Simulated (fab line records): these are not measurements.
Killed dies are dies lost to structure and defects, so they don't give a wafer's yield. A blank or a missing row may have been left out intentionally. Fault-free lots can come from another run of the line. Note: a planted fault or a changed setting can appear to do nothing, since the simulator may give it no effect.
Which tool is to blame? | flow gf180mcu | Sampling: 12 lots, 36 wafers, 3 of 602 route steps

== WHAT THE GAUGES SHOWED, per wafer ==
GF_V3_CD_MEAS_14 targets a cd of 260 nm.
lot  | measured     | on        | cd-nm (nm)
L075 | day 23 04:40 | cd-sem-01 | 259.2 259.2 259.2
L076 | day 23 10:10 | cd-sem-02 | 259.6 259.4 259.4
L079 | day 24 03:56 | cd-sem-02 | 260.1 260.5 260.2
L081 | day 24 21:15 | cd-sem-02 | 261.0 260.3 260.7
L083 | day 25 19:58 | cd-sem-02 | 259.4 259.2 258.7
L085 | day 26 10:17 | cd-sem-02 | 259.9 260.2 260.6
L087 | day 27 03:53 | cd-sem-01 | 258.4 259.5 258.3
L088 | day 27 19:04 | cd-sem-02 | 258.1 259.8 258.7
L090 | day 28 08:48 | cd-sem-02 | 261.1 261.2 261.2
L093 | day 29 01:34 | cd-sem-01 | 260.8 260.0 260.3
L094 | day 29 05:15 | cd-sem-02 | 261.0 262.0 261.5
L097 | day 29 23:07 | cd-sem-01 | 260.5 260.8 260.8

== WHAT TOOL EACH LOT RAN ON (gives the tool, then ch and the chambers of the sampled wafers, and finally the start) ==
lot  | GF_V2_ETCH_17                                 | GF_V2_SPUTTER_21
L075 | rie-diel-03 ch 2,3, day 20 22:16 or earlier   | pvd-sputter-04, day 20 22:16
L076 | rie-diel-03 ch 1,3, day 21 09:51 or earlier   | pvd-sputter-04, day 21 09:51
L079 | rie-diel-02 ch 1,2,3, day 22 04:43 or earlier | pvd-sputter-04, day 22 04:43
L081 | rie-diel-02 ch 0,1,2, day 22 22:28 or earlier | pvd-sputter-04, day 22 22:28
L083 | rie-diel-03 ch 0,3, day 23 22:01 or earlier   | pvd-sputter-04, day 23 22:01
L085 | rie-diel-02 ch 0,1,3, day 24 12:25 or earlier | pvd-sputter-01, day 24 12:25
L087 | rie-diel-04 ch 1,3, day 25 07:37 or earlier   | pvd-sputter-02, day 25 07:37
L088 | rie-diel-03 ch 0,2, day 25 23:18 or earlier   | pvd-sputter-01, day 25 23:18
L090 | rie-diel-04 ch 0,1,3, day 26 13:44 or earlier | pvd-sputter-04, day 26 13:44
L093 | rie-diel-04 ch 1,2,3, day 27 08:04 or earlier | pvd-sputter-04, day 27 08:04
L094 | rie-diel-02 ch 0,1,2, day 27 12:04 or earlier | pvd-sputter-01, day 27 12:04
L097 | rie-diel-02 ch 0,2,3, day 28 07:04 or earlier | pvd-sputter-04, day 28 07:04
- GF_V2_ETCH_17: etches SiO2 in C4F8/O2/Ar, stops on TiN, target depth 630 nm.
- GF_V2_SPUTTER_21: material Ti, target thk 15 nm, time 80.02 s.

== THE ANSWER, worked out from the rows above alone ==
Rule: the lots themselves supply what counts as usual. The widest of any qualifying gaps counts: lots, ordered by their means at a reading, are off when they make up no more than a third of the lots, leave a main group of 4 or more, and stand apart from it by 3 or more times the standard deviation of that group's means. Not used: any main group whose means are identical at the precision the tables above print for the reading. A lot without any number at a reading at which 4 lots or more have one is off too. The other lots that the step has rows for count as sound.
Nothing can be told from this: no lot is off at any reading shown.

== WHAT HAD BEEN PUT IN BY THE SIMULATOR ==
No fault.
